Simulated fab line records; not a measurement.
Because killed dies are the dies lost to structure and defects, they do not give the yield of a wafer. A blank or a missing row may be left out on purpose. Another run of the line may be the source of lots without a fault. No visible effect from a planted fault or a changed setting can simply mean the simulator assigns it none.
fab line records	flow sfq_line
record: lots: 5	wafers: 23
route steps=325 shown L0@6 L0V@18 M0@29 I0@44 M1@59
start_h: the number of hours between the record's first day and the start of the first shown wafer of the lot	wait_h: how many hours have passed since the lot's step before this one	" unchanged from the row above	L1.1+2: several wafers, shown together as one row	- no value, or no start given	* or withheld: withheld	< > ~ a bound
route shown NAME@n: names a module that has steps shown in the file, with the first one's number in the route	usual: average and standard deviation across the fault-free wafers	same: alike in all rows	chamber/n: place in a boat	sites: the reading at each site	_std_site: standard deviation across them	_edge_site: outer sites' mean less inner sites'	radius_mm: how far each site lies from the wafer's centre	mask NAME#n: copy n	behind: the most recent tool/chamber to have shaped the wafer	hold: why the lot went on hold/how many hours it stayed there/how the hold came to an end	device: transistor that didn't switch, given as n, p or np	end of line: the same wafers' tests at the end of the route	a step with no rows: only its recipe	killed: at the first sort, the dies lost to defects and structure; wafer yield is something else	map: per-die view of a wafer (x killed, . not killed, _ where there is no die)
set.NAME: the setting as run; set.NAME@STEP: as run at that earlier step	model.NAME: the simulator's own value behind a step, which no gauge read
lots run with intentionally changed settings; tables by step, rows by wafer
== steps ==
step: SFQ_TRILAYER_L0_LITHO_COAT_010
recipe: resist: BARC	spin_rpm: 3000	resist_thk_nm: 62
lot.wafer	tool	chamber	start_h	wait_h	set.resist_thk_nm	model.BARC_of_TRILAYER_L0_LITHO_COAT_010.thk_nm
L074.1	litho_track-04	0	12.74	0.1	62	62.42
L074.2	"	0	"	"	62	62.55
L074.5	"	0	"	"	62	62.31
L075.2	litho_track-03	0	17.79	0.1	62	62.08
L075.3	"	0	"	"	62	62.01
L075.4	"	0	"	"	62	62.22
L075.5	"	0	"	"	62	62.09
L075.6	"	0	"	"	62	62.15
L076.1	litho_track-04	0	22.74	0.1	62	61.85
L076.2	"	0	"	"	59.23	59.09
L076.3	"	0	"	"	59.23	59.01
L076.4	"	0	"	"	59.23	59.28
L076.6	"	0	"	"	62	61.81
L083.1	litho_track-04	0	57.74	0.1	62	62.03
L083.2	"	0	"	"	60.34	59.99
L083.4	"	0	"	"	62	61.87
L083.5	"	0	"	"	62	61.7
L083.6	"	0	"	"	60.34	60.22
L084.1	litho_track-03	0	62.74	0.1	62	61.84
L084.2	"	0	"	"	62	61.81
L084.3	"	0	"	"	62	61.78
L084.4	"	0	"	"	62	61.83
L084.5	"	0	"	"	62	61.66
step: SFQ_TRILAYER_L0_LITHO_PEB_008
recipe: peb_temp_c: 115	peb_time_s: 60	resist: KrF
lot.wafer	tool	chamber	start_h	wait_h	set.peb_temp_c
L074.1+2+5	litho_track-03	0	-	-	115
L075.2+3+4	litho_track-03	0	26.41	0.8	115
L075.5+6	"	0	"	"	112.7
L076.1+3	litho_track-04	0	38.51	1.0	111.9
L076.2+4+6	"	0	"	"	115
L083.1+2+4+5+6	litho_track-02	0	70.26	1.0	115
L084.1+4+5	litho_track-04	0	73.86	1.0	113.6
L084.2+3	"	0	"	"	115
step: SFQ_TRILAYER_L0_LITHO_DEVELOP_007
recipe: time_s: 60	resist: KrF
step: SFQ_TRILAYER_L0_BARC_OPEN_METAL_ETCH_010
recipe: mask_material: PR	chemistry: O2	target_depth_nm: 125	target: BARC	icp_w: 600	bias_w: 80	pressure_mtorr: 10	time_s: 41.7
lot.wafer	tool	chamber	start_h	wait_h	set.peb_temp_c@TRILAYER_L0_LITHO_PEB_008	model.L0.cd_nm
L074.1+5	rie_metal-02	0,1	23.52	0.1	115	2003
L074.2	"	1	"	"	115	2002
L075.2	rie_metal-01	0	26.68	0.1	115	2002
L075.3	"	0	"	"	115	2001
L075.4	"	1	"	"	115	2000
L075.5	"	0	"	"	112.7	2048
L075.6	"	1	"	"	112.7	2046
L076.1	rie_metal-04	1	38.81	0.1	111.9	2063
L076.2	"	1	"	"	115	1999
L076.3	"	1	"	"	111.9	2064
L076.4	"	1	"	"	115	2000
L076.6	"	1	"	"	115	2001
L083.1+2+4+5	rie_metal-01	0,1,1,1	70.56	0.1	115	2000
L083.6	"	0	"	"	115	2001
L084.1	rie_metal-04	1	74.16	0.1	113.6	2027
L084.2	"	0	"	"	115	1999
L084.3	"	0	"	"	115	2001
L084.4+5	"	1	"	"	113.6	2026
step: SFQ_TRILAYER_L0_VIA_LITHO_COAT_013
recipe: resist: KrF	spin_rpm: 3000	resist_thk_nm: 650
lot.wafer	tool	chamber	start_h	wait_h	set.resist_thk_nm	model.KrF_of_TRILAYER_L0_VIA_LITHO_COAT_013.thk_nm
L074.1	litho_track-03	0	24.72	0.2	650	649.3
L074.2	"	0	"	"	650	648.7
L074.5	"	0	"	"	650	648.2
L075.2	litho_track-01	0	27.94	0.2	665.9	665.9
L075.3	"	0	"	"	665.9	665.7
L075.4	"	0	"	"	650	653.3
L075.5	"	0	"	"	665.9	666.1
L075.6	"	0	"	"	650	653.5
L076.1	litho_track-01	0	40.72	0.2	650	649.7
L076.2	"	0	"	"	626.6	626.8
L076.3	"	0	"	"	650	649.5
L076.4	"	0	"	"	626.6	627
L076.6	"	0	"	"	650	651.1
L083.1	litho_track-02	0	72.00	0.2	686.2	687.1
L083.2	"	0	"	"	686.2	686.7
L083.4	"	0	"	"	686.2	688
L083.5	"	0	"	"	650	650.6
L083.6	"	0	"	"	650	650
L084.1	litho_track-02	0	75.38	0.2	650	644.9
L084.2	"	0	"	"	650	646.8
L084.3+4	"	0	"	"	650	645.2
L084.5	"	0	"	"	650	646.4
step: SFQ_TRILAYER_L0_VIA_LITHO_SOFTBAKE_017
recipe: temp_c: withheld	time_s: withheld	resist: KrF
step: SFQ_TRILAYER_L0_VIA_LITHO_EXPOSE_014
recipe: mask_id: L0V	na: 0.6	source_shape: conventional	sigma_outer: 0.65	target_cd_nm: 700	dose_mj: 21.3
step: SFQ_TRILAYER_L0_VIA_LITHO_DEVELOP_015
recipe: time_s: 60	resist: KrF
step: SFQ_TRILAYER_L0_VIA_BARC_OPEN_VIA_ETCH_021
recipe: mask_material: PR	chemistry: O2	target_depth_nm: 125	target: BARC	source_w: 500	bias_w: 80	pressure_mtorr: 30	time_s: 41.7
lot.wafer	tool	chamber	start_h	wait_h	set.resist_thk_nm@TRILAYER_L0_VIA_LITHO_COAT_013	model.KrF_of_TRILAYER_L0_VIA_LITHO_COAT_013.thk_nm
L074.1+5	rie_diel-01	1,3	94.16	0.0	650	573.3
L074.2	"	2	"	"	650	572.9
L075.2	rie_diel-04	1	98.95	0.0	665.9	590.7
L075.3	"	3	"	"	665.9	589.8
L075.4	"	0	"	"	650	576.8
L075.5	"	1	"	"	665.9	591.1
L075.6	"	3	"	"	650	577.8
L076.1	rie_diel-01	3	106.15	0.0	650	575
L076.2	"	2	"	"	626.6	551.1
L076.3	"	1	"	"	650	574.2
L076.4	"	0	"	"	626.6	550.9
L076.6	"	0	"	"	650	574.6
L083.1	rie_diel-04	3	138.55	0.0	686.2	610.7
L083.2	"	1	"	"	686.2	610.6
L083.4	"	0	"	"	686.2	610.5
L083.5	"	0	"	"	650	573
L083.6	"	1	"	"	650	574.1
L084.1	rie_diel-02	2	144.55	0.0	650	569.3
L084.2	"	0	"	"	650	570.7
L084.3	"	1	"	"	650	570.2
L084.4	"	3	"	"	650	570
L084.5	"	2	"	"	650	570.5
step: SFQ_TRILAYER_M0_DEP_SPUTTER_019
recipe: material: Nb	base_pressure_pa: 1.33e-06	chamber_pressure_pa: 0.1333	substrate_temp_c: 20	resputter_cathode_voltage_v: 400	target_thk_nm: 200	power_w: 2000	time_s: 133.3
lot.wafer	tool	chamber	start_h	wait_h	set.time_s	model.Nb_of_TRILAYER_M0_DEP_SPUTTER_019.thk_nm
L074.1	pvd_sputter-05	-	95.04	0.0	133.3	199
L074.2	"	-	"	"	133.3	197.4
L074.5	"	-	"	"	133.3	197.7
L075.2+6	pvd_sputter-04	-	99.83	0.0	143.1	212.4
L075.3	"	-	"	"	133.3	198.9
L075.4	"	-	"	"	143.1	212.9
L075.5	"	-	"	"	133.3	197.2
L076.1	pvd_sputter-04	-	107.03	0.0	133.3	201.5
L076.2+6	"	-	"	"	120.3	181.2
L076.3	"	-	"	"	133.3	199.2
L076.4	"	-	"	"	133.3	203.3
L083.1	pvd_sputter-06	-	139.43	0.0	133.3	200.2
L083.2	"	-	"	"	113.5	170.5
L083.4	"	-	"	"	133.3	197.9
L083.5	"	-	"	"	113.5	168.5
L083.6	"	-	"	"	113.5	168.6
L084.1	pvd_sputter-05	-	145.43	0.0	144.7	217.2
L084.2+3	"	-	"	"	133.3	202
L084.4	"	-	"	"	144.7	214.5
L084.5	"	-	"	"	133.3	201.4
step: SFQ_M0_RS_MEAS_904
recipe: thk_meas_gauge: four-point-probe	reads: Nb_of_TRILAYER_M0_DEP_SPUTTER_019
usual: M0_NB_RS: 0.891/0.01
lot.wafer	tool	chamber	start_h	wait_h	set.time_s@TRILAYER_M0_DEP_SPUTTER_019	M0_NB_RS[ohm/sq]
L074.1	film_metro-03	-	95.13	0.0	133.3	0.895
L074.2	"	-	"	"	133.3	0.903
L074.5	"	-	"	"	133.3	0.903
L075.2	film_metro-01	-	99.95	0.1	143.1	0.838
L075.3	"	-	"	"	133.3	0.895
L075.4	"	-	"	"	143.1	0.835
L075.5	"	-	"	"	133.3	0.902
L075.6	"	-	"	"	143.1	0.839
L076.1	film_metro-02	-	107.13	0.0	133.3	0.881
L076.2	"	-	"	"	120.3	0.983
L076.3	"	-	"	"	133.3	0.893
L076.4	"	-	"	"	133.3	0.874
L076.6	"	-	"	"	120.3	0.981
L083.1	film_metro-03	-	139.53	0.0	133.3	0.889
L083.2	"	-	"	"	113.5	1.048
L083.4	"	-	"	"	133.3	0.901
L083.5	"	-	"	"	113.5	1.058
L083.6	"	-	"	"	113.5	1.057
L084.1	film_metro-02	-	145.53	0.0	144.7	0.818
L084.2	"	-	"	"	133.3	0.881
L084.3	"	-	"	"	133.3	0.881
L084.4	"	-	"	"	144.7	0.827
L084.5	"	-	"	"	133.3	0.883
step: SFQ_TRILAYER_M0_LITHO_COAT_021
recipe: resist: KrF	spin_rpm: 3000	resist_thk_nm: 600
lot.wafer	tool	chamber	start_h	wait_h	set.resist_thk_nm	model.KrF_of_TRILAYER_M0_LITHO_COAT_021.thk_nm
L074.1	litho_track-01	0	95.61	0.2	600	601.4
L074.2	"	0	"	"	600	600.4
L074.5	"	0	"	"	600	601.7
L075.2+4	litho_track-04	0	100.57	0.2	600	-
L075.3	"	0	"	"	629.7	629.6
L075.5	"	0	"	"	629.7	631.9
L075.6	"	0	"	"	629.7	-
L076.1	litho_track-04	0	107.61	0.2	600	598.4
L076.2	"	0	"	"	600	-
L076.3	"	0	"	"	585.4	582.3
L076.4	"	0	"	"	585.4	582.8
L076.6	"	0	"	"	585.4	-
L083.1	litho_track-02	0	140.01	0.2	600	596.6
L083.2+5+6	"	0	"	"	600	-
L083.4	"	0	"	"	600	599.6
L084.1	litho_track-01	0	146.01	0.2	623.2	-
L084.2	"	0	"	"	600	601.8
L084.3	"	0	"	"	623.2	623.1
L084.4	"	0	"	"	600	-
L084.5	"	0	"	"	600	601.3
step: SFQ_TRILAYER_M0_LITHO_SOFTBAKE_025
recipe: temp_c: withheld	time_s: withheld	resist: KrF
step: SFQ_TRILAYER_M0_LITHO_EXPOSE_022
recipe: mask_id: M0	na: 0.6	source_shape: conventional	sigma_outer: 0.65	target_cd_nm: 500	dose_mj: 14.4
step: SFQ_TRILAYER_M0_LITHO_DEVELOP_023
recipe: time_s: 60	resist: KrF
step: SFQ_TRILAYER_M0_BARC_OPEN_METAL_ETCH_031
recipe: mask_material: PR	chemistry: O2	target_depth_nm: 125	target: BARC	icp_w: 600	bias_w: 80	pressure_mtorr: 10	time_s: 41.7
lot.wafer	tool	chamber	start_h	wait_h	set.resist_thk_nm@TRILAYER_M0_LITHO_COAT_021	model.KrF_of_TRILAYER_M0_LITHO_COAT_021.thk_nm
L074.1	rie_metal-03	1	170.95	0.0	600	524.2
L074.2	"	0	"	"	600	523.8
L074.5	"	1	"	"	600	525.4
L075.2+4	rie_metal-02	0	177.17	0.0	600	-
L075.3	"	1	"	"	629.7	552.6
L075.5	"	1	"	"	629.7	554.8
L075.6	"	0	"	"	629.7	-
L076.1	rie_metal-03	0	185.57	0.0	600	521.3
L076.2	"	1	"	"	600	-
L076.3	"	1	"	"	585.4	504.6
L076.4	"	0	"	"	585.4	505.9
L076.6	"	0	"	"	585.4	-
L083.1	rie_metal-04	1	241.09	0.0	600	520.7
L083.2+5+6	"	0,0,1	"	"	600	-
L083.4	"	1	"	"	600	523.7
L084.1	rie_metal-02	1	247.09	0.0	623.2	-
L084.2	"	0	"	"	600	523.9
L084.3	"	1	"	"	623.2	545.8
L084.4	"	0	"	"	600	-
L084.5	"	1	"	"	600	523.7
step: SFQ_TRILAYER_M0_ETCH_METAL_ETCH_024
recipe: target: Nb	stop_on: SiO2	mask_material: PR	chemistry: Cl2/Ar	target_depth_nm: 240	icp_w: 600	bias_w: 80	pressure_mtorr: 10	time_s: 120
usual: oes_product_au: 0.893/0.0074
lot.wafer	tool	chamber	start_h	wait_h	set.icp_w	set.time_s@TRILAYER_M0_DEP_SPUTTER_019	oes_product_au
L074.1	rie_metal-03	1	171.01	0.0	600	133.3	0.885
L074.2	"	0	"	"	600	133.3	0.889
L074.5	"	1	"	"	600	133.3	0.889
L075.2	rie_metal-02	0	177.23	0.0	600	143.1	0.925
L075.3	"	1	"	"	629.6	133.3	0.898
L075.4	"	0	"	"	629.6	143.1	0.926
L075.5	"	1	"	"	600	133.3	0.886
L075.6	"	0	"	"	600	143.1	0.927
L076.1	rie_metal-03	0	185.63	0.0	600	133.3	0.895
L076.2	"	1	"	"	600	120.3	0.842
L076.3	"	1	"	"	619.5	133.3	0.888
L076.4	"	0	"	"	600	133.3	0.902
L076.6	"	0	"	"	619.5	120.3	0.840
L083.1	rie_metal-04	1	241.15	0.0	557.5	133.3	0.904
L083.2	"	0	"	"	600	113.5	0.821
L083.4	"	1	"	"	600	133.3	0.889
L083.5	"	0	"	"	600	113.5	0.811
L083.6	"	1	"	"	557.5	113.5	0.808
L084.1	rie_metal-02	1	247.15	0.0	648.6	144.7	0.942
L084.2	"	0	"	"	600	133.3	0.903
L084.3	"	1	"	"	648.6	133.3	0.899
L084.4	"	0	"	"	648.6	144.7	0.928
L084.5	"	1	"	"	600	133.3	0.907
step: SFQ_TRILAYER_I0_CMP_CMP_028
recipe: material: SiO2	down_force_psi: 3	platen_rpm: 60	pad_velocity_m_s: 0.94248
lot.wafer	tool	chamber	start_h	wait_h	set.leave_above_ref_nm	model.SiO2_of_TRILAYER_I0_DEP_PECVD_027.thk_nm
L074.2	cmp-02	2	185.46	13.5	200	200.9
L074.1	"	3	"	"	200	199.2
L074.5	"	0	"	"	200	199.8
L075.4	cmp-02	0	187.46	9.2	200	201.4
L075.2	"	1	"	"	208.4	210
L075.3	"	3	188.96	10.8	200	199.8
L075.6	"	0	"	"	200	200.9
L075.5	"	1	"	"	208.4	208.4
L076.2	cmp-01	3	192.24	5.7	200	200.5
L076.3	"	0	"	"	200	200.7
L076.4	"	1	"	"	200	200.2
L076.1	"	2	"	"	200	201.7
L076.6	"	0	194.74	8.1	200	200.6
L083.1	cmp-01	3	243.96	1.9	192.1	192.5
L083.4+5	"	0,3	"	"	200	200.7
L083.2	"	1	"	"	192.1	194.2
L083.6	"	0	246.46	4.3	192.1	193.7
L084.1	cmp-02	3	248.12	0.0	200	201.4
L084.4	"	0	"	"	200	200.5
L084.3	"	1	"	"	200	201.2
L084.2	"	2	"	"	200	202.2
L084.5	"	0	250.62	2.5	200	201.3
step: SFQ_TRILAYER_I0_METRO_MEASURE_029
usual: thk_nm: 200.5/1
lot.wafer	tool	chamber	start_h	wait_h	set.leave_above_ref_nm@TRILAYER_I0_CMP_CMP_028	thk_nm
L074.1	film_metro-03	-	187.58	0.1	200	199.1
L074.2	"	-	"	"	200	200.7
L074.5	"	-	"	"	200	199.7
L075.2	film_metro-03	-	190.78	0.3	208.4	210.0
L075.3	"	-	"	"	200	199.8
L075.4	"	-	"	"	200	201.3
L075.5	"	-	"	"	208.4	208.4
L075.6	"	-	"	"	200	201.0
L076.1	film_metro-03	-	195.36	0.1	200	201.7
L076.2	"	-	"	"	200	200.5
L076.3	"	-	"	"	200	200.5
L076.4	"	-	"	"	200	200.2
L076.6	"	-	"	"	200	200.8
L083.1	film_metro-03	-	247.08	0.1	192.1	192.6
L083.2	"	-	"	"	192.1	194.1
L083.4	"	-	"	"	200	201.0
L083.5	"	-	"	"	200	200.7
L083.6	"	-	"	"	192.1	193.7
L084.1	film_metro-01	-	251.24	0.1	200	201.4
L084.2	"	-	"	"	200	202.3
L084.3	"	-	"	"	200	201.1
L084.4	"	-	"	"	200	200.5
L084.5	"	-	"	"	200	201.3
step: SFQ_TRILAYER_I0_VIA_ETCH_VIA_ETCH_034
recipe: target: SiO2	stop_on: Nb	mask_material: PR	taper_deg: 20	chemistry: CHF3	target_depth_nm: 260	source_w: 500	bias_w: 80	pressure_mtorr: 30	time_s: withheld
usual: oes_product_au: 0.856/0.0042
lot.wafer	tool	chamber	start_h	wait_h	set.source_w	set.leave_above_ref_nm@TRILAYER_I0_CMP_CMP_028	oes_product_au	model.I0.feature_depth_nm
L074.1	rie_diel-01	1	297.79	0.0	500	200	0.852	199.2
L074.2	"	3	"	"	500	200	0.860	200.9
L074.5	"	1	"	"	500	200	0.854	199.8
L075.2	rie_diel-03	1	303.79	0.0	500	208.4	0.878	209.9
L075.3	"	2	"	"	500	200	0.863	199.8
L075.4	"	2	"	"	545.6	200	0.862	202.1
L075.5	"	1	"	"	545.6	208.4	0.873	209.1
L075.6	"	3	"	"	500	200	0.862	200.9
L076.1	rie_diel-01	1	314.54	0.0	500	200	0.858	201.7
L076.2	"	2	"	"	500	200	0.853	200.5
L076.3	"	3	"	"	500	200	0.857	200.6
L076.4	"	0	"	"	553.7	200	0.854	201
L076.6	"	2	"	"	553.7	200	0.856	201.4
L083.1	rie_diel-01	3	363.47	0.0	480.9	192.1	0.841	192.5
L083.2	"	1	"	"	500	192.1	0.837	194.2
L083.4	"	3	"	"	500	200	0.849	200.7
L083.5	"	2	"	"	480.9	200	0.851	200.6
L083.6	"	1	"	"	480.9	192.1	0.835	193.7
L084.1	rie_diel-03	1	364.67	0.0	500	200	0.858	201.4
L084.2	"	0	"	"	500	200	0.859	202.2
L084.3	"	2	"	"	462.9	200	0.860	201.2
L084.4	"	3	"	"	462.9	200	0.853	200.5
L084.5	"	0	"	"	500	200	0.856	201.3
step: SFQ_TRILAYER_M1_DEP_SPUTTER_037
recipe: material: Nb	base_pressure_pa: 1.33e-06	chamber_pressure_pa: 0.1333	substrate_temp_c: 20	resputter_cathode_voltage_v: 400	target_thk_nm: 200	power_w: 2000	time_s: 133.3
lot.wafer	tool	chamber	start_h	wait_h	set.time_s	model.Nb_of_TRILAYER_M1_DEP_SPUTTER_037.thk_nm
L074.1	pvd_sputter-06	-	298.70	0.0	133.3	195
L074.2	"	-	"	"	133.3	198.3
L074.5	"	-	"	"	133.3	194.8
L075.2	pvd_sputter-05	-	304.70	0.0	113.9	168.1
L075.3	"	-	"	"	113.9	172
L075.4	"	-	"	"	133.3	199.3
L075.5	"	-	"	"	113.9	169.4
L075.6	"	-	"	"	133.3	201.1
L076.1	pvd_sputter-05	-	315.46	0.0	133.3	194.5
L076.2	"	-	"	"	139.9	206
L076.3	"	-	"	"	133.3	198.6
L076.4	"	-	"	"	139.9	207.2
L076.6	"	-	"	"	139.9	205.8
L083.1	pvd_sputter-03	-	364.39	0.0	133.3	197.8
L083.2	"	-	"	"	133.3	196.9
L083.4	"	-	"	"	133.3	199.7
L083.5	"	-	"	"	133.3	198.9
L083.6	"	-	"	"	133.3	197.7
L084.1	pvd_sputter-06	-	365.59	0.0	133.3	197.6
L084.2	"	-	"	"	140.2	206.5
L084.3	"	-	"	"	133.3	201.3
L084.4	"	-	"	"	140.2	208.5
L084.5	"	-	"	"	133.3	198.4
step: SFQ_M1_RS_MEAS_909
recipe: thk_meas_gauge: four-point-probe	reads: Nb_of_TRILAYER_M1_DEP_SPUTTER_037
usual: M1_NB_RS: 0.896/0.0092
lot.wafer	tool	chamber	start_h	wait_h	set.time_s@TRILAYER_M1_DEP_SPUTTER_037	M1_NB_RS[ohm/sq]
L074.1	film_metro-01	-	298.80	0.0	133.3	0.912
L074.2	"	-	"	"	133.3	0.898
L074.5	"	-	"	"	133.3	0.913
L075.2	film_metro-02	-	304.82	0.1	113.9	1.060
L075.3	"	-	"	"	113.9	1.035
L075.4	"	-	"	"	133.3	0.892
L075.5	"	-	"	"	113.9	1.051
L075.6	"	-	"	"	133.3	0.885
L076.1	film_metro-04	-	315.55	0.0	133.3	0.913
L076.2	"	-	"	"	139.9	0.861
L076.3	"	-	"	"	133.3	0.895
L076.4	"	-	"	"	139.9	0.857
L076.6	"	-	"	"	139.9	0.863
L083.1	film_metro-01	-	364.48	0.0	133.3	0.899
L083.2	"	-	"	"	133.3	0.902
L083.4	"	-	"	"	133.3	0.892
L083.5	"	-	"	"	133.3	0.895
L083.6	"	-	"	"	133.3	0.899
L084.1	film_metro-04	-	365.68	0.0	133.3	0.899
L084.2	"	-	"	"	140.2	0.860
L084.3	"	-	"	"	133.3	0.882
L084.4	"	-	"	"	140.2	0.852
L084.5	"	-	"	"	133.3	0.896
== key ==
split: step: SFQ_TRILAYER_L0_LITHO_COAT_010	setting: resist_thk_nm	stated: 62	by: wafer
response: step: SFQ_TRILAYER_L0_LITHO_COAT_010	reading: model.BARC_of_TRILAYER_L0_LITHO_COAT_010.thk_nm	change: +0.62	per: 1%	r: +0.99
split: step: SFQ_TRILAYER_L0_LITHO_PEB_008	setting: peb_temp_c	stated: 115	by: wafer
response: step: SFQ_TRILAYER_L0_BARC_OPEN_METAL_ETCH_010	reading: model.L0.cd_nm	change: -23.2	per: 1%	r: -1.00
split: step: SFQ_TRILAYER_L0_VIA_LITHO_COAT_013	setting: resist_thk_nm	stated: 650	by: wafer
response: step: SFQ_TRILAYER_L0_VIA_LITHO_COAT_013	reading: model.KrF_of_TRILAYER_L0_VIA_LITHO_COAT_013.thk_nm	change: +6.41	per: 1%	r: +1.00
response: step: SFQ_TRILAYER_L0_VIA_BARC_OPEN_VIA_ETCH_021	reading: model.KrF_of_TRILAYER_L0_VIA_LITHO_COAT_013.thk_nm	change: +6.48	per: 1%	r: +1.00
split: step: SFQ_TRILAYER_M0_DEP_SPUTTER_019	setting: time_s	stated: 133.3	by: wafer
response: step: SFQ_TRILAYER_M0_DEP_SPUTTER_019	reading: model.Nb_of_TRILAYER_M0_DEP_SPUTTER_019.thk_nm	change: +1.96	per: 1%	r: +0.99
response: step: SFQ_M0_RS_MEAS_904	reading: M0_NB_RS	change: -0.00968	per: 1%	r: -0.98
response: step: SFQ_TRILAYER_M0_ETCH_METAL_ETCH_024	reading: oes_product_au	change: +0.00518	per: 1%	r: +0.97
split: step: SFQ_TRILAYER_M0_LITHO_COAT_021	setting: resist_thk_nm	stated: 600	by: wafer
response: step: SFQ_TRILAYER_M0_LITHO_COAT_021	reading: model.KrF_of_TRILAYER_M0_LITHO_COAT_021.thk_nm	change: +5.85	per: 1%	r: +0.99
response: step: SFQ_TRILAYER_M0_BARC_OPEN_METAL_ETCH_031	reading: model.KrF_of_TRILAYER_M0_LITHO_COAT_021.thk_nm	change: +5.96	per: 1%	r: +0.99
split: step: SFQ_TRILAYER_M0_ETCH_METAL_ETCH_024	setting: icp_w	stated: 600	by: wafer
response none clear
split: step: SFQ_TRILAYER_I0_CMP_CMP_028	setting: leave_above_ref_nm	stated: 200	by: wafer
response: step: SFQ_TRILAYER_I0_CMP_CMP_028	reading: model.SiO2_of_TRILAYER_I0_DEP_PECVD_027.thk_nm	change: +1.93	per: 1%	r: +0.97
response: step: SFQ_TRILAYER_I0_METRO_MEASURE_029	reading: thk_nm	change: +1.96	per: 1%	r: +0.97
response: step: SFQ_TRILAYER_I0_VIA_ETCH_VIA_ETCH_034	reading: oes_product_au	change: +0.00315	per: 1%	r: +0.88
response: step: SFQ_TRILAYER_I0_VIA_ETCH_VIA_ETCH_034	reading: model.I0.feature_depth_nm	change: +1.94	per: 1%	r: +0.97
split: step: SFQ_TRILAYER_I0_VIA_ETCH_VIA_ETCH_034	setting: source_w	stated: 500	by: wafer
response none clear
split: step: SFQ_TRILAYER_M1_DEP_SPUTTER_037	setting: time_s	stated: 133.3	by: wafer
response: step: SFQ_TRILAYER_M1_DEP_SPUTTER_037	reading: model.Nb_of_TRILAYER_M1_DEP_SPUTTER_037.thk_nm	change: +2.03	per: 1%	r: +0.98
response: step: SFQ_M1_RS_MEAS_909	reading: M1_NB_RS	change: -0.0104	per: 1%	r: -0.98
